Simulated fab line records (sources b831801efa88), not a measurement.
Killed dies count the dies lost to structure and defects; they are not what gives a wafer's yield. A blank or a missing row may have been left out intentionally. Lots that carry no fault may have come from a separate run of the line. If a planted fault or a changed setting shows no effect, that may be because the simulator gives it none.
Which tool did it? :: flow gf180mcu :: 6 lots with 18 wafers sampled at 3 steps, on a route of 602 steps

== WHAT THE GAUGES SHOWED, per wafer ==
GF_PASSIVATION_THK_MEAS_01.
lot: L669
measured: day 29 09:31
on: film_metro-03
PASSIVATION_CVD_00_THK (nm): 1010 1022 1025

lot: L671
measured: day 30 01:44
on: film_metro-01
PASSIVATION_CVD_00_THK (nm): 1007 987 990

lot: L674
measured: day 30 20:08
on: film_metro-02
PASSIVATION_CVD_00_THK (nm): 977 1007 994

lot: L676
measured: day 31 14:13
on: film_metro-03
PASSIVATION_CVD_00_THK (nm): 998 1025 1013

lot: L681
measured: day 32 21:50
on: film_metro-03
PASSIVATION_CVD_00_THK (nm): 1002 853 991

lot: L685
measured: day 33 14:33
on: film_metro-01
PASSIVATION_CVD_00_THK (nm): 991 1005 1018

== TOOL THAT RAN EACH LOT (tool first, then ch and the chambers of the sampled wafers, then the start) ==
lot: L669
GF_V5_CMP_04: cmp-01 ch 0,3, day 27 14:50
GF_PASSIVATION_CVD_00: pecvd-03 ch 0,1, day 29 09:25

lot: L671
GF_V5_CMP_04: cmp-01 ch 0,2,3, day 28 08:56
GF_PASSIVATION_CVD_00: pecvd-01 ch 0,1,2, day 30 01:39

lot: L674
GF_V5_CMP_04: cmp-02 ch 1,2,3, day 29 03:44
GF_PASSIVATION_CVD_00: pecvd-03 ch 0,1,2, day 30 20:04

lot: L676
GF_V5_CMP_04: cmp-02 ch 0,2,3, day 29 23:11
GF_PASSIVATION_CVD_00: pecvd-03 ch 0,2, day 31 14:08

lot: L681
GF_V5_CMP_04: cmp-02 ch 2,3, day 31 09:10
GF_PASSIVATION_CVD_00: pecvd-03 ch 0,1,2, day 32 21:46

lot: L685
GF_V5_CMP_04: cmp-01 ch 0,2, day 32 02:52
GF_PASSIVATION_CVD_00: pecvd-02 ch 0,2, day 33 14:28
- GF_V5_CMP_04: polishes SiO2.
- GF_PASSIVATION_CVD_00: deposits SiO2 from TEOS, target thk 1000 nm, time 111.95 s.

== THE ANSWER, worked out from the rows above alone ==
Rule: the usual values come from the lots themselves. The widest of any qualifying gaps counts: lots, ordered by their means at a reading, are off when they make up no more than a third of the lots, leave a main group of 4 or more, and stand apart from it by 3 or more times the standard deviation of that group's means. The tables above print the reading to a certain number of digits; a main group whose means all agree to those digits is not used. A lot without any number at a reading at which 4 lots or more have one is off too. Where the step has rows for the other lots, those lots are counted as sound.
Off: L681, at GF_PASSIVATION_THK_MEAS_01 (PASSIVATION_CVD_00_THK). The main group has a mean of 1005 nm with a standard deviation of 10.
A tool fits if, at a process step before that reading, it ran every lot that is off, and no sound lot after the first of them. The gauges at GF_PASSIVATION_THK_MEAS_01 are tried like those tools. Can't be told from this: 3 tools fit, cmp-02 at GF_V5_CMP_04, pecvd-03 at GF_PASSIVATION_CVD_00, film_metro-03 at GF_PASSIVATION_THK_MEAS_01.

== WHAT THE SIMULATOR HAD PUT IN ==
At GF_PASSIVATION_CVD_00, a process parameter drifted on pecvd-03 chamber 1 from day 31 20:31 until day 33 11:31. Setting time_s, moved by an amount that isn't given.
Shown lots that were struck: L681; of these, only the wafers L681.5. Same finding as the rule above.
